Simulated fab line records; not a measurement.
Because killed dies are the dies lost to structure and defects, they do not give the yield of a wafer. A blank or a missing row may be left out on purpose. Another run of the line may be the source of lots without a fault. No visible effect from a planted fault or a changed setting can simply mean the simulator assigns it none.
fab line records -- flow gf180mcu
record: lots: 24, wafers: 72, lastDay: 34
route steps=602 shown STI@23 V2@400 M4@470 V5@542 TOP_METAL@572
lots untouched by any fault: they come from a run of this same line in which no faults occurred
startH: hours from the record's opening day to when the first of the lot's shown wafers began -- waitH: hours since the lot's step before -- " identical to the entry in the row above -- L1.1+2: a single row standing in for several wafers -- - no value, or no start was given -- * or withheld: withheld -- < > ~ a bound
route shown NAME@n: a module of which the file shows steps, and the number in the route of the first -- usual: mean/standard deviation taken from wafers without a fault -- same: alike in all rows -- chamber/n: place in a boat -- sites: the reading at each site -- _std_site: their standard deviation -- _edge_site: the outer-site mean with the inner-site mean subtracted -- radiusMm: for every site, how far away it sits from the centre of the wafer -- mask NAME#n: copy n -- behind: the last tool/chamber to shape the wafer -- hold: reason for holding the lot/hours on hold/outcome of the hold -- device: names the non-switching transistor (n, p or np) -- end of line: the route-end tests of the same wafers -- a step without rows: its recipe alone -- killed: dies that structure and defects cost at the first sort, which is not the same as the wafer's yield -- map: the dies of a wafer, with x for killed, . for not killed, _ for no die there
set.NAME: the setting the step ran with; set.NAME@STEP: the setting that earlier step ran with -- model.NAME: the simulator's own value behind a step, which no gauge read
the route's steps for a sample of lots (tables are steps, rows are wafers)
services: the hour from which a tool's chamber was out of use, counted from the record's first day as startH (under 0 if before that day), plus the number of hours and why
== steps ==
step: GF_STI_THK_MEAS_22
recipe: reads: SiO2_of_STI_OXIDATION_21
usual: STI_OXIDATION_01_THK: 14.9/0.31
lot.wafer,tool,chamber,startH,waitH,STI_OXIDATION_01_THK[nm]
L074.1,filmMetro-01,-,27.41,0.0,15.7
L074.3,filmMetro-01,-,27.41,0.0,15.6
L074.6,filmMetro-01,-,27.41,0.0,15.6
L075.3,filmMetro-01,-,33.13,0.0,14.9
L075.4,filmMetro-01,-,33.13,0.0,14.9
L075.6,filmMetro-01,-,33.13,0.0,15.1
L076.1,filmMetro-01,-,37.94,0.0,14.9
L076.2,filmMetro-01,-,37.94,0.0,14.9
L076.4,filmMetro-01,-,37.94,0.0,15.0
L077.1,filmMetro-02,-,43.17,0.0,15.1
L077.5,filmMetro-02,-,43.17,0.0,14.9
L077.6,filmMetro-02,-,43.17,0.0,14.8
L078.1,filmMetro-03,-,48.46,0.0,14.9
L078.2,filmMetro-03,-,48.46,0.0,14.4
L078.4,filmMetro-03,-,48.46,0.0,14.7
L079.1,filmMetro-03,-,53.76,0.0,15.2
L079.5,filmMetro-03,-,53.76,0.0,15.1
L079.6,filmMetro-03,-,53.76,0.0,15.1
L080.3,filmMetro-02,-,57.94,0.0,15.3
L080.4,filmMetro-02,-,57.94,0.0,15.4
L080.5,filmMetro-02,-,57.94,0.0,15.5
L081.1,filmMetro-03,-,64.15,0.0,15.1
L081.3,filmMetro-03,-,64.15,0.0,15.0
L081.5,filmMetro-03,-,64.15,0.0,14.9
L082.1,filmMetro-02,-,70.20,0.0,14.8
L082.5,filmMetro-02,-,70.20,0.0,15.1
L082.6,filmMetro-02,-,70.20,0.0,14.9
L083.3,filmMetro-03,-,74.26,0.0,14.7
L083.4,filmMetro-03,-,74.26,0.0,14.6
L083.6,filmMetro-03,-,74.26,0.0,14.5
L084.1,filmMetro-02,-,78.55,0.0,14.8
L084.5,filmMetro-02,-,78.55,0.0,15.1
L084.6,filmMetro-02,-,78.55,0.0,15.1
L085.2,filmMetro-03,-,84.10,0.0,14.4
L085.4,filmMetro-03,-,84.10,0.0,14.5
L085.5,filmMetro-03,-,84.10,0.0,14.7
L086.1,filmMetro-01,-,89.01,0.0,14.7
L086.2,filmMetro-01,-,89.01,0.0,14.9
L086.5,filmMetro-01,-,89.01,0.0,14.6
L087.1,filmMetro-01,-,93.89,0.0,15.4
L087.3,filmMetro-01,-,93.89,0.0,15.6
L087.5,filmMetro-01,-,93.89,0.0,15.5
L088.1,filmMetro-03,-,100.09,0.0,14.8
L088.5,filmMetro-03,-,100.09,0.0,14.9
L088.6,filmMetro-03,-,100.09,0.0,15.0
L089.4,filmMetro-02,-,106.73,0.0,14.9
L089.5,filmMetro-02,-,106.73,0.0,14.7
L089.6,filmMetro-02,-,106.73,0.0,14.8
L090.3,filmMetro-01,-,110.43,0.0,15.0
L090.4,filmMetro-01,-,110.43,0.0,14.8
L090.6,filmMetro-01,-,110.43,0.0,15.1
L091.1,filmMetro-03,-,115.52,0.0,14.6
L091.3,filmMetro-03,-,115.52,0.0,15.0
L091.5,filmMetro-03,-,115.52,0.0,14.6
L092.1,filmMetro-01,-,122.87,0.0,14.9
L092.3,filmMetro-01,-,122.87,0.0,14.9
L092.5,filmMetro-01,-,122.87,0.0,14.6
L093.2,filmMetro-01,-,125.75,0.0,15.0
L093.3,filmMetro-01,-,125.75,0.0,14.7
L093.5,filmMetro-01,-,125.75,0.0,14.6
L094.2,filmMetro-01,-,131.77,0.0,15.2
L094.4,filmMetro-01,-,131.77,0.0,15.1
L094.5,filmMetro-01,-,131.77,0.0,15.4
L095.1,filmMetro-01,-,136.91,0.0,15.2
L095.2,filmMetro-01,-,136.91,0.0,14.8
L095.3,filmMetro-01,-,136.91,0.0,14.6
L096.3,filmMetro-01,-,140.99,0.0,14.9
L096.4,filmMetro-01,-,140.99,0.0,14.6
L096.5,filmMetro-01,-,140.99,0.0,14.8
L097.2,filmMetro-03,-,145.55,0.0,14.6
L097.3,filmMetro-03,-,145.55,0.0,14.6
L097.4,filmMetro-03,-,145.55,0.0,14.5
step: GF_V2_STRIP_18
recipe: chemistry: O2/N2, powerW: 1400, pressureMtorr: 1500, platenTempC: 250, o2FlowSccm: 3000, n2FlowSccm: 300, overashFraction: 0.5
usual: drypumpMotorCurrentA: 5.8/0.31, heaterPowerW: 338/33, o2FlowSccm: 2999/8.7, oesProductAu: 0.594/0.0048
same: overashFraction: 0.5
lot.wafer,tool,chamber,startH,waitH,drypumpMotorCurrentA,heaterPowerW,o2FlowSccm,oesProductAu,rfHoursCounterH
L074.1,plasmaAsher-03,1,463.18,-,6.4,387,3002,0.596,37
L074.3,plasmaAsher-03,1,463.18,-,6.3,385,3004,0.596,-
L074.6,plasmaAsher-03,1,463.18,-,6.3,385,3001,0.599,-
L075.3,plasmaAsher-01,0,471.11,-,5.8,290,3007,0.591,-
L075.4,plasmaAsher-01,1,471.11,-,5.4,359,3006,0.604,-
L075.6,plasmaAsher-01,1,471.11,-,5.4,359,3004,0.593,-
L076.1,plasmaAsher-01,0,481.53,-,5.9,293,3007,0.592,81
L076.2,plasmaAsher-01,1,481.53,-,5.4,372,3009,0.593,81
L076.4,plasmaAsher-01,0,481.53,-,5.8,301,3006,0.598,-
L077.1,plasmaAsher-01,0,486.28,-,5.9,292,3003,0.587,82
L077.5,plasmaAsher-01,1,486.28,-,5.4,354,3006,0.590,-
L077.6,plasmaAsher-01,0,486.28,-,5.8,294,3021,0.594,-
L078.1,plasmaAsher-04,0,505.54,-,5.9,346,3004,0.593,8
L078.2,plasmaAsher-04,1,505.54,-,6.2,308,2980,0.592,8
L078.4,plasmaAsher-04,1,505.54,-,6.2,310,3000,0.596,-
L079.1,plasmaAsher-04,0,506.19,-,5.8,348,3011,0.598,8
L079.5,plasmaAsher-04,0,506.19,-,5.9,350,2999,0.592,-
L079.6,plasmaAsher-04,1,506.19,-,6.2,309,2999,0.599,-
L080.3,plasmaAsher-01,0,516.91,-,5.8,292,3009,0.592,-
L080.4,plasmaAsher-01,1,516.91,-,5.4,372,3015,0.590,-
L080.5,plasmaAsher-01,1,516.91,-,5.4,363,3006,0.596,-
L081.1,plasmaAsher-04,1,527.79,-,6.2,308,3010,0.593,10
L081.3,plasmaAsher-04,1,527.79,-,6.2,314,2990,0.592,-
L081.5,plasmaAsher-04,0,527.79,-,5.8,348,2999,0.593,-
L082.1,plasmaAsher-03,1,533.95,-,6.4,394,3002,0.592,44
L082.5,plasmaAsher-03,0,533.95,-,5.7,320,2996,0.586,-
L082.6,plasmaAsher-03,1,533.95,-,6.4,380,3002,0.587,-
L083.3,plasmaAsher-01,1,541.47,-,5.4,373,2999,0.603,-
L083.4,plasmaAsher-01,0,541.47,-,5.9,295,2995,0.599,-
L083.6,plasmaAsher-01,0,541.47,-,5.8,301,3002,0.595,-
L084.1,plasmaAsher-03,0,548.89,-,5.7,333,3006,0.586,45
L084.5,plasmaAsher-03,0,548.89,-,5.8,336,2997,0.596,-
L084.6,plasmaAsher-03,1,548.89,-,6.3,376,2990,0.596,-
L085.2,plasmaAsher-03,1,557.90,-,6.4,386,3000,0.596,47
L085.4,plasmaAsher-03,1,557.90,-,6.3,390,2983,0.593,-
L085.5,plasmaAsher-03,1,557.90,-,6.3,379,2995,0.592,-
L086.1,plasmaAsher-01,0,568.05,-,5.8,300,2998,0.591,91
L086.2,plasmaAsher-01,1,568.05,-,5.4,375,3001,0.602,91
L086.5,plasmaAsher-01,0,568.05,-,5.8,294,2988,0.589,-
L087.1,plasmaAsher-01,0,574.03,-,5.8,293,2990,0.595,91
L087.3,plasmaAsher-01,1,574.03,-,5.4,369,3004,0.586,-
L087.5,plasmaAsher-01,0,574.03,-,5.8,297,3000,0.595,-
L088.1,plasmaAsher-01,1,582.53,-,5.4,364,2986,0.595,92
L088.5,plasmaAsher-01,1,582.53,-,5.4,359,2998,0.594,-
L088.6,plasmaAsher-01,0,582.53,-,5.8,292,2997,0.596,-
L089.4,plasmaAsher-01,0,603.12,-,5.8,297,3013,0.587,-
L089.5,plasmaAsher-01,1,603.12,-,5.4,371,3008,0.593,-
L089.6,plasmaAsher-01,0,603.12,-,5.8,298,2998,0.588,-
L090.3,plasmaAsher-01,1,605.49,-,5.4,368,2988,0.586,-
L090.4,plasmaAsher-01,0,605.49,-,5.9,285,3007,0.592,-
L090.6,plasmaAsher-01,1,605.49,-,5.4,374,2987,0.599,-
L091.1,plasmaAsher-04,0,619.18,-,5.9,363,3000,0.592,19
L091.3,plasmaAsher-04,1,619.18,-,6.2,307,2997,0.590,-
L091.5,plasmaAsher-04,1,619.18,-,6.2,304,2979,0.596,-
L092.1,plasmaAsher-01,1,619.65,-,5.4,363,3014,0.593,96
L092.3,plasmaAsher-01,1,619.65,-,5.4,367,2996,0.591,-
L092.5,plasmaAsher-01,0,619.65,-,5.8,294,2998,0.591,-
L093.2,plasmaAsher-03,1,632.88,-,6.4,385,2995,0.596,55
L093.3,plasmaAsher-03,0,632.88,-,5.7,334,3013,0.588,-
L093.5,plasmaAsher-03,1,632.88,-,6.4,379,2990,0.592,-
L094.2,plasmaAsher-03,0,635.20,-,5.7,334,2999,0.582,55
L094.4,plasmaAsher-03,0,635.20,-,5.7,340,2987,0.586,-
L094.5,plasmaAsher-03,0,635.20,-,5.7,333,2997,0.592,-
L095.1,plasmaAsher-04,0,641.73,-,5.9,366,3000,0.593,22
L095.2,plasmaAsher-04,1,641.73,-,6.2,316,3006,0.594,22
L095.3,plasmaAsher-04,1,641.73,-,6.2,302,2994,0.599,-
L096.3,plasmaAsher-01,1,645.51,-,5.3,369,2982,0.603,-
L096.4,plasmaAsher-01,0,645.51,-,5.8,303,3003,0.593,-
L096.5,plasmaAsher-01,0,645.51,-,5.8,293,3010,0.601,-
L097.2,plasmaAsher-04,1,655.53,-,6.2,309,2990,0.586,23
L097.3,plasmaAsher-04,0,655.53,-,5.9,361,2986,0.607,-
L097.4,plasmaAsher-04,1,655.53,-,6.2,312,2994,0.594,-
step: GF_M4_CD_MEAS_14
recipe: targetCdNm: 280
usual: cdNm: 280.1/1.1
lot.wafer,tool,chamber,startH,waitH,cdNm
L074.1,cdSem-02,-,539.45,0.1,279.5
L074.3,cdSem-02,-,539.45,0.1,280.8
L074.6,cdSem-02,-,539.45,0.1,279.9
L075.3,cdSem-01,-,545.18,0.1,280.5
L075.4,cdSem-01,-,545.18,0.1,281.9
L075.6,cdSem-01,-,545.18,0.1,281.2
L076.1,cdSem-02,-,555.53,0.1,279.2
L076.2,cdSem-02,-,555.53,0.1,279.2
L076.4,cdSem-02,-,555.53,0.1,280.2
L077.1,cdSem-01,-,560.44,0.1,280.6
L077.5,cdSem-01,-,560.44,0.1,280.6
L077.6,cdSem-01,-,560.44,0.1,281.6
L078.1,cdSem-01,-,576.84,0.1,278.6
L078.2,cdSem-01,-,576.84,0.1,279.0
L078.4,cdSem-01,-,576.84,0.1,279.0
L079.1,cdSem-02,-,577.18,0.1,281.0
L079.5,cdSem-02,-,577.18,0.1,280.1
L079.6,cdSem-02,-,577.18,0.1,279.9
L080.3,cdSem-02,-,586.78,0.1,279.8
L080.4,cdSem-02,-,586.78,0.1,280.6
L080.5,cdSem-02,-,586.78,0.1,281.1
L081.1,cdSem-01,-,598.28,0.1,280.1
L081.3,cdSem-01,-,598.28,0.1,279.9
L081.5,cdSem-01,-,598.28,0.1,280.5
L082.1,cdSem-01,-,604.05,0.1,279.7
L082.5,cdSem-01,-,604.05,0.1,280.0
L082.6,cdSem-01,-,604.05,0.1,280.2
L083.3,cdSem-02,-,610.64,0.1,282.1
L083.4,cdSem-02,-,610.64,0.1,281.3
L083.6,cdSem-02,-,610.64,0.1,282.6
L084.1,cdSem-01,-,617.88,0.1,280.2
L084.5,cdSem-01,-,617.88,0.1,280.7
L084.6,cdSem-01,-,617.88,0.1,280.3
L085.2,cdSem-01,-,625.86,0.1,279.9
L085.4,cdSem-01,-,625.86,0.1,279.2
L085.5,cdSem-01,-,625.86,0.1,280.6
L086.1,cdSem-01,-,635.54,0.1,280.7
L086.2,cdSem-01,-,635.54,0.1,280.1
L086.5,cdSem-01,-,635.54,0.1,281.2
L087.1,cdSem-01,-,640.08,0.1,278.8
L087.3,cdSem-01,-,640.08,0.1,278.8
L087.5,cdSem-01,-,640.08,0.1,279.1
L088.1,cdSem-02,-,647.38,0.1,280.2
L088.5,cdSem-02,-,647.38,0.1,280.4
L088.6,cdSem-02,-,647.38,0.1,280.1
L089.4,cdSem-02,-,668.34,0.1,281.0
L089.5,cdSem-02,-,668.34,0.1,280.9
L089.6,cdSem-02,-,668.34,0.1,281.6
L090.3,cdSem-02,-,670.73,0.1,279.6
L090.4,cdSem-02,-,670.73,0.1,279.6
L090.6,cdSem-02,-,670.73,0.1,278.1
L091.1,cdSem-01,-,681.93,0.1,279.6
L091.3,cdSem-01,-,681.93,0.1,279.6
L091.5,cdSem-01,-,681.93,0.1,280.3
L092.1,cdSem-01,-,683.95,0.1,278.8
L092.3,cdSem-01,-,683.95,0.1,278.8
L092.5,cdSem-01,-,683.95,0.1,278.2
L093.2,cdSem-02,-,694.50,0.1,278.0
L093.3,cdSem-02,-,694.50,0.1,276.6
L093.5,cdSem-02,-,694.50,0.1,278.1
L094.2,cdSem-01,-,696.96,0.1,281.4
L094.4,cdSem-01,-,696.96,0.1,281.5
L094.5,cdSem-01,-,696.96,0.1,281.9
L095.1,cdSem-02,-,702.93,0.1,280.3
L095.2,cdSem-02,-,702.93,0.1,279.6
L095.3,cdSem-02,-,702.93,0.1,279.2
L096.3,cdSem-02,-,707.19,0.1,279.4
L096.4,cdSem-02,-,707.19,0.1,279.7
L096.5,cdSem-02,-,707.19,0.1,280.1
L097.2,cdSem-01,-,715.03,0.2,279.9
L097.3,cdSem-01,-,715.03,0.2,280.5
L097.4,cdSem-01,-,715.03,0.2,279.6
step: GF_V5_CVD_02
recipe: material: SiO2, targetThkNm: 1450, precursor: TEOS, tempC: 400, timeS: 163.28, rfW: 600
usual: heaterPowerW: 637/100
lot.wafer,tool,chamber,startH,waitH,heaterPowerW
L074.1,pecvd-01,1,608.16,0.1,857
L074.3,pecvd-01,1,608.16,0.1,718
L074.6,pecvd-01,1,608.16,0.1,818
L075.3,pecvd-01,1,614.68,0.0,779
L075.4,pecvd-01,2,614.68,0.0,534
L075.6,pecvd-01,1,614.68,0.0,850
L076.1,pecvd-03,1,623.59,0.1,705
L076.2,pecvd-03,0,623.59,0.1,536
L076.4,pecvd-03,0,623.59,0.1,610
L077.1,pecvd-03,1,627.43,0.1,591
L077.5,pecvd-03,0,627.43,0.1,511
L077.6,pecvd-03,2,627.43,0.1,797
L078.1,pecvd-03,0,643.69,0.1,578
L078.2,pecvd-03,1,643.69,0.1,666
L078.4,pecvd-03,0,643.69,0.1,633
L079.1,pecvd-04,1,644.35,0.1,507
L079.5,pecvd-04,1,644.35,0.1,562
L079.6,pecvd-04,2,644.35,0.1,679
L080.3,pecvd-01,1,651.75,0.0,862
L080.4,pecvd-01,0,651.75,0.0,564
L080.5,pecvd-01,1,651.75,0.0,714
L081.1,pecvd-04,1,665.41,0.1,454
L081.3,pecvd-04,2,665.41,0.1,651
L081.5,pecvd-04,0,665.41,0.1,523
L082.1,pecvd-04,2,668.17,0.1,646
L082.5,pecvd-04,0,668.17,0.1,626
L082.6,pecvd-04,1,668.17,0.1,542
L083.3,pecvd-04,0,673.83,0.0,646
L083.4,pecvd-04,1,673.83,0.0,533
L083.6,pecvd-04,2,673.83,0.0,689
L084.1,pecvd-01,0,681.55,0.1,648
L084.5,pecvd-01,2,681.55,0.1,652
L084.6,pecvd-01,1,681.55,0.1,704
L085.2,pecvd-01,2,688.90,0.0,677
L085.4,pecvd-01,0,688.90,0.0,551
L085.5,pecvd-01,2,688.90,0.0,543
L086.1,pecvd-01,0,702.28,0.1,589
L086.2,pecvd-01,2,702.28,0.1,660
L086.5,pecvd-01,1,702.28,0.1,858
L087.1,pecvd-04,0,702.48,0.1,636
L087.3,pecvd-04,1,702.48,0.1,501
L087.5,pecvd-04,2,702.48,0.1,706
L088.1,pecvd-03,0,707.55,0.1,579
L088.5,pecvd-03,0,707.55,0.1,621
L088.6,pecvd-03,2,707.55,0.1,672
L089.4,pecvd-04,0,728.85,0.1,634
L089.5,pecvd-04,1,728.85,0.1,559
L089.6,pecvd-04,2,728.85,0.1,707
L090.3,pecvd-03,2,730.47,0.0,753
L090.4,pecvd-03,2,730.47,0.0,832
L090.6,pecvd-03,1,730.47,0.0,665
L091.1,pecvd-03,0,740.76,0.1,597
L091.3,pecvd-03,1,740.76,0.1,627
L091.5,pecvd-03,1,740.76,0.1,706
L092.1,pecvd-04,0,743.57,0.1,549
L092.3,pecvd-04,2,743.57,0.1,656
L092.5,pecvd-04,0,743.57,0.1,629
L093.2,pecvd-04,1,752.17,0.0,473
L093.3,pecvd-04,0,752.17,0.0,631
L093.5,pecvd-04,0,752.17,0.0,527
L094.2,pecvd-01,1,753.34,0.0,809
L094.4,pecvd-01,2,753.34,0.0,540
L094.5,pecvd-01,1,753.34,0.0,880
L095.1,pecvd-01,0,760.19,0.1,673
L095.2,pecvd-01,1,760.19,0.1,744
L095.3,pecvd-01,1,760.19,0.1,854
L096.3,pecvd-04,1,763.16,0.0,545
L096.4,pecvd-04,0,763.16,0.0,649
L096.5,pecvd-04,1,763.16,0.0,430
L097.2,pecvd-04,2,770.19,0.0,601
L097.3,pecvd-04,0,770.19,0.0,665
L097.4,pecvd-04,1,770.19,0.0,530
step: GF_V5_RS_MEAS_24
recipe: thkMeasGauge: four-point-probe, reads: W_of_V5_CVD_23+TiN_of_V5_SPUTTER_22+Ti_of_V5_SPUTTER_21
usual: V5_W_RS: 0.327/0.0033
lot.wafer,tool,chamber,startH,waitH,V5_W_RS[ohm/sq]
L074.1,filmMetro-02,-,630.30,0.1,0.324
L074.3,filmMetro-02,-,630.30,0.1,0.322
L074.6,filmMetro-02,-,630.30,0.1,0.326
L075.3,filmMetro-02,-,636.68,0.1,0.329
L075.4,filmMetro-02,-,636.68,0.1,0.325
L075.6,filmMetro-02,-,636.68,0.1,0.333
L076.1,filmMetro-01,-,645.18,0.1,0.328
L076.2,filmMetro-01,-,645.18,0.1,0.321
L076.4,filmMetro-01,-,645.18,0.1,0.321
L077.1,filmMetro-01,-,648.88,0.1,0.330
L077.5,filmMetro-01,-,648.88,0.1,0.333
L077.6,filmMetro-01,-,648.88,0.1,0.325
L078.1,filmMetro-02,-,664.71,0.1,0.325
L078.2,filmMetro-02,-,664.71,0.1,0.331
L078.4,filmMetro-02,-,664.71,0.1,0.336
L079.1,filmMetro-02,-,665.76,0.1,0.331
L079.5,filmMetro-02,-,665.76,0.1,0.327
L079.6,filmMetro-02,-,665.76,0.1,0.329
L080.3,filmMetro-03,-,672.75,0.1,0.330
L080.4,filmMetro-03,-,672.75,0.1,0.328
L080.5,filmMetro-03,-,672.75,0.1,0.330
L081.1,filmMetro-01,-,686.70,0.1,0.324
L081.3,filmMetro-01,-,686.70,0.1,0.326
L081.5,filmMetro-01,-,686.70,0.1,0.327
L082.1,filmMetro-03,-,689.66,0.1,0.332
L082.5,filmMetro-03,-,689.66,0.1,0.326
L082.6,filmMetro-03,-,689.66,0.1,0.335
L083.3,filmMetro-03,-,694.59,0.1,0.327
L083.4,filmMetro-03,-,694.59,0.1,0.328
L083.6,filmMetro-03,-,694.59,0.1,0.332
L084.1,filmMetro-02,-,701.63,0.1,0.323
L084.5,filmMetro-02,-,701.63,0.1,0.327
L084.6,filmMetro-02,-,701.63,0.1,0.322
L085.2,filmMetro-03,-,709.43,0.1,0.329
L085.4,filmMetro-03,-,709.43,0.1,0.330
L085.5,filmMetro-03,-,709.43,0.1,0.326
L086.1,filmMetro-01,-,722.70,0.1,0.327
L086.2,filmMetro-01,-,722.70,0.1,0.322
L086.5,filmMetro-01,-,722.70,0.1,0.327
L087.1,filmMetro-02,-,722.83,0.1,0.322
L087.3,filmMetro-02,-,722.83,0.1,0.322
L087.5,filmMetro-02,-,722.83,0.1,0.328
L088.1,filmMetro-03,-,727.04,0.1,0.330
L088.5,filmMetro-03,-,727.04,0.1,0.329
L088.6,filmMetro-03,-,727.04,0.1,0.329
L089.4,filmMetro-02,-,747.30,0.1,0.328
L089.5,filmMetro-02,-,747.30,0.1,0.324
L089.6,filmMetro-02,-,747.30,0.1,0.325
L090.3,filmMetro-03,-,749.13,0.1,0.331
L090.4,filmMetro-03,-,749.13,0.1,0.328
L090.6,filmMetro-03,-,749.13,0.1,0.330
L091.1,filmMetro-03,-,759.00,0.1,0.324
L091.3,filmMetro-03,-,759.00,0.1,0.329
L091.5,filmMetro-03,-,759.00,0.1,0.324
L092.1,filmMetro-01,-,761.36,0.1,0.328
L092.3,filmMetro-01,-,761.36,0.1,0.329
L092.5,filmMetro-01,-,761.36,0.1,0.329
L093.2,filmMetro-01,-,769.54,0.2,0.325
L093.3,filmMetro-01,-,769.54,0.2,0.325
L093.5,filmMetro-01,-,769.54,0.2,0.328
L094.2,filmMetro-01,-,771.32,0.1,0.326
L094.4,filmMetro-01,-,771.32,0.1,0.323
L094.5,filmMetro-01,-,771.32,0.1,0.324
L095.1,filmMetro-02,-,777.50,0.1,0.330
L095.2,filmMetro-02,-,777.50,0.1,0.329
L095.3,filmMetro-02,-,777.50,0.1,0.329
L096.3,filmMetro-01,-,780.56,0.1,0.330
L096.4,filmMetro-01,-,780.56,0.1,0.330
L096.5,filmMetro-01,-,780.56,0.1,0.336
L097.2,filmMetro-02,-,787.40,0.1,0.326
L097.3,filmMetro-02,-,787.40,0.1,0.325
L097.4,filmMetro-02,-,787.40,0.1,0.322
step: GF_TOP_METAL_RS_MEAS_05
recipe: thkMeasGauge: four-point-probe, reads: TiN_of_TOP_METAL_SPUTTER_04+Ti_of_TOP_METAL_SPUTTER_03+AlCu_of_TOP_METAL_SPUTTER_02+TiN_of_TOP_METAL_SPUTTER_01+Ti_of_TOP_METAL_SPUTTER_00
usual: TOP_METAL_ALCU_RS: 0.0329/0.00041
lot.wafer,tool,chamber,startH,waitH,TOP_METAL_ALCU_RS[ohm/sq]
L074.1,filmMetro-02,-,631.00,0.0,0.0335
L074.3,filmMetro-02,-,631.00,0.0,0.0329
L074.6,filmMetro-02,-,631.00,0.0,0.0332
L075.3,filmMetro-04,-,637.38,0.1,0.0330
L075.4,filmMetro-04,-,637.38,0.1,0.0333
L075.6,filmMetro-04,-,637.38,0.1,0.0332
L076.1,filmMetro-02,-,645.88,0.0,0.0324
L076.2,filmMetro-02,-,645.88,0.0,0.0326
L076.4,filmMetro-02,-,645.88,0.0,0.0321
L077.1,filmMetro-02,-,649.58,0.0,0.0330
L077.5,filmMetro-02,-,649.58,0.0,0.0329
L077.6,filmMetro-02,-,649.58,0.0,0.0333
L078.1,filmMetro-02,-,666.29,0.0,0.0330
L078.2,filmMetro-02,-,666.29,0.0,0.0332
L078.4,filmMetro-02,-,666.29,0.0,0.0328
L079.1,filmMetro-04,-,667.19,0.0,0.0328
L079.5,filmMetro-04,-,667.19,0.0,0.0327
L079.6,filmMetro-04,-,667.19,0.0,0.0327
L080.3,filmMetro-01,-,673.46,0.1,0.0326
L080.4,filmMetro-01,-,673.46,0.1,0.0324
L080.5,filmMetro-01,-,673.46,0.1,0.0327
L081.1,filmMetro-02,-,687.40,0.0,0.0335
L081.3,filmMetro-02,-,687.40,0.0,0.0327
L081.5,filmMetro-02,-,687.40,0.0,0.0332
L082.1,filmMetro-01,-,690.36,0.0,0.0327
L082.5,filmMetro-01,-,690.36,0.0,0.0327
L082.6,filmMetro-01,-,690.36,0.0,0.0328
L083.3,filmMetro-02,-,695.29,0.1,0.0337
L083.4,filmMetro-02,-,695.29,0.1,0.0329
L083.6,filmMetro-02,-,695.29,0.1,0.0331
L084.1,filmMetro-04,-,702.37,0.0,0.0330
L084.5,filmMetro-04,-,702.37,0.0,0.0327
L084.6,filmMetro-04,-,702.37,0.0,0.0333
L085.2,filmMetro-04,-,710.13,0.0,0.0329
L085.4,filmMetro-04,-,710.13,0.0,0.0330
L085.5,filmMetro-04,-,710.13,0.0,0.0326
L086.1,filmMetro-04,-,723.40,0.0,0.0338
L086.2,filmMetro-04,-,723.40,0.0,0.0332
L086.5,filmMetro-04,-,723.40,0.0,0.0336
L087.1,filmMetro-01,-,723.53,0.0,0.0329
L087.3,filmMetro-01,-,723.53,0.0,0.0324
L087.5,filmMetro-01,-,723.53,0.0,0.0327
L088.1,filmMetro-02,-,727.74,0.0,0.0329
L088.5,filmMetro-02,-,727.74,0.0,0.0328
L088.6,filmMetro-02,-,727.74,0.0,0.0327
L089.4,filmMetro-02,-,748.01,0.1,0.0329
L089.5,filmMetro-02,-,748.01,0.1,0.0323
L089.6,filmMetro-02,-,748.01,0.1,0.0331
L090.3,filmMetro-02,-,749.84,0.1,0.0323
L090.4,filmMetro-02,-,749.84,0.1,0.0323
L090.6,filmMetro-02,-,749.84,0.1,0.0324
L091.1,filmMetro-04,-,759.70,0.0,0.0336
L091.3,filmMetro-04,-,759.70,0.0,0.0332
L091.5,filmMetro-04,-,759.70,0.0,0.0339
L092.1,filmMetro-01,-,762.06,0.0,0.0332
L092.3,filmMetro-01,-,762.06,0.0,0.0331
L092.5,filmMetro-01,-,762.06,0.0,0.0329
L093.2,filmMetro-02,-,770.24,0.0,0.0327
L093.3,filmMetro-02,-,770.24,0.0,0.0327
L093.5,filmMetro-02,-,770.24,0.0,0.0327
L094.2,filmMetro-02,-,772.02,0.0,0.0324
L094.4,filmMetro-02,-,772.02,0.0,0.0330
L094.5,filmMetro-02,-,772.02,0.0,0.0324
L095.1,filmMetro-02,-,778.20,0.0,0.0331
L095.2,filmMetro-02,-,778.20,0.0,0.0326
L095.3,filmMetro-02,-,778.20,0.0,0.0325
L096.3,filmMetro-01,-,781.26,0.1,0.0329
L096.4,filmMetro-01,-,781.26,0.1,0.0327
L096.5,filmMetro-01,-,781.26,0.1,0.0334
L097.2,filmMetro-01,-,788.10,0.0,0.0340
L097.3,filmMetro-01,-,788.10,0.0,0.0335
L097.4,filmMetro-01,-,788.10,0.0,0.0332
== services ==
tool,chamber,startH,hours,kind
pecvd-03,2,447.21,4.0,repair
pecvd-03,-,473.09,14.6,pm
pecvd-03,-,490.51,0.8,repair
pecvd-03,-,502.09,2.6,repair
plasmaAsher-04,-,510.31,9.6,repair
plasmaAsher-03,-,515.50,14.6,pm
pecvd-04,-,547.74,6.0,pm
plasmaAsher-04,-,552.58,4.7,repair
plasmaAsher-04,-,566.68,2.8,pm
pecvd-04,-,590.00,0.5,repair
pecvd-01,-,591.12,14.0,pm
plasmaAsher-03,-,592.35,1.5,repair
pecvd-01,0,602.27,7.9,repair
plasmaAsher-01,-,609.12,2.8,pm
pecvd-01,2,629.20,6.7,repair
pecvd-03,2,635.43,16.9,repair
pecvd-03,0,645.25,14.6,repair
pecvd-04,-,663.13,0.7,repair
pecvd-03,-,688.82,0.5,repair
plasmaAsher-01,-,695.01,7.9,pm
plasmaAsher-04,-,709.46,37.2,repair
pecvd-04,-,711.79,2.9,repair
plasmaAsher-01,-,733.75,9.0,pm
pecvd-01,2,756.40,6.5,repair
== key ==
fault none
